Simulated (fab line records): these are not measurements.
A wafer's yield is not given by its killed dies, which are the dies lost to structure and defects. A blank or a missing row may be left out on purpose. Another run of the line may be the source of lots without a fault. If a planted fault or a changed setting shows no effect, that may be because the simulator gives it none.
Struck lot and sound lot, side by side :: flow sky130 :: 16 steps out of a route of 708
Sound: these wafers, L745.1, L745.5, L745.6. Wafers L758.1, L758.3 were the ones struck. The cause comes at the end.
At each step with rows: each side's tool, then ch and its chambers, then its first start. Under that, the readings that differ: sound wafers :: struck wafers :: difference of the means :: sigmas: that difference in standard deviations of wafers without a fault.
alike: words and numbers the same on both sides, and readings whose means are apart by under 2 such deviations; not compared: readings that were withheld, readings missing a value for some wafer, numbers with overlapping values and no deviation given by the record, and bounds like >300 which may hide the same value.
The two part at a step that has a row with sigmas, a row that says differs or no value, or rows on one side only. When numbers do not overlap yet have no deviation, they are printed without sigmas and do not part them. A reading missing from all wafers of one side parts the sides only when that side holds two or more wafers.

first, 4 steps without rows for these wafers: SKY_RES_XHIGH_EXPOSE_04 (exposes mask URPM, target cd 1270 nm); SKY_RES_XHIGH_PEB_05; SKY_RES_XHIGH_DEVELOP_06 (develop time 60 s); SKY_RES_XHIGH_IMPLANT_07.
SKY_RES_XHIGH_STRIP_08: strips in O2/N2.
  sound on plasma asher-04 ch 0,1, day 27 01:46; struck on plasma asher-02 ch 0,1, day 31 09:31
  alike: drypump motor current A, oes product au, strip time to endpoint s
  not compared: rf hours counter h
SKY_RES_XHIGH_TW_MEAS_09:
  struck on film metro-01, day 31 09:37; sound on film metro-04, day 27 01:52
reading: RES_XHIGH_TW
sound: 1590 1605 1586
struck: 1663 1647
difference: +61
sigmas: +2
then, 6 steps without rows for these wafers: SKY_SD_N_DEHYDRATE_00 (time 60 s); SKY_SD_N_HMDS_01 (prime time 60 s); SKY_SD_N_COAT_02 (resist thk 1140 nm); SKY_SD_N_SOFTBAKE_03 (time 60 s); SKY_SD_N_EXPOSE_04 (exposes mask NSDM, target cd 380 nm); SKY_SD_N_PEB_05.
SKY_SD_N_DEVELOP_06: develop time 60 s.
  sound on litho track-04 ch 0, day 28 06:07; struck on litho track-04 ch 0, day 32 12:19
SKY_SD_N_CD_MEAS_07: target cd 380 nm.
  struck on cd sem-01, day 32 12:28; sound on cd sem-02, day 28 06:16
reading: cd nm (nm)
sound: 383.0 383.2 381.9
struck: 230.5 229.2
difference: -152.8
sigmas: -69
SKY_SD_N_OVL_MEAS_08:
  struck on overlay-02, day 32 12:35; sound on overlay-02, day 28 06:23
  alike: SD_N_OVL
-- record jumps: 17 days separate the struck wafers' starts on either side; left off in module SD_N, taken up again in module PAD_OPEN, whose first shown step is the route's number 708 --
SKY_PAD_OPEN_PROBE_99:
  struck on prober-02, day 49 01:35; sound on prober-01, day 45 23:56
reading: killed at front end
sound: 14 9 10
struck: 20
difference: +9
sigmas: +2
  alike: killed_at_M0_to_M3, killed_at_M4_up, killed at contacts, killed at other, killed dies, killed on rim, killed open, killed short

== WHERE THEY PART ==
First at SKY_RES_XHIGH_TW_MEAS_09; last, within this record, at SKY_PAD_OPEN_PROBE_99.

WHY: what the simulator had put in
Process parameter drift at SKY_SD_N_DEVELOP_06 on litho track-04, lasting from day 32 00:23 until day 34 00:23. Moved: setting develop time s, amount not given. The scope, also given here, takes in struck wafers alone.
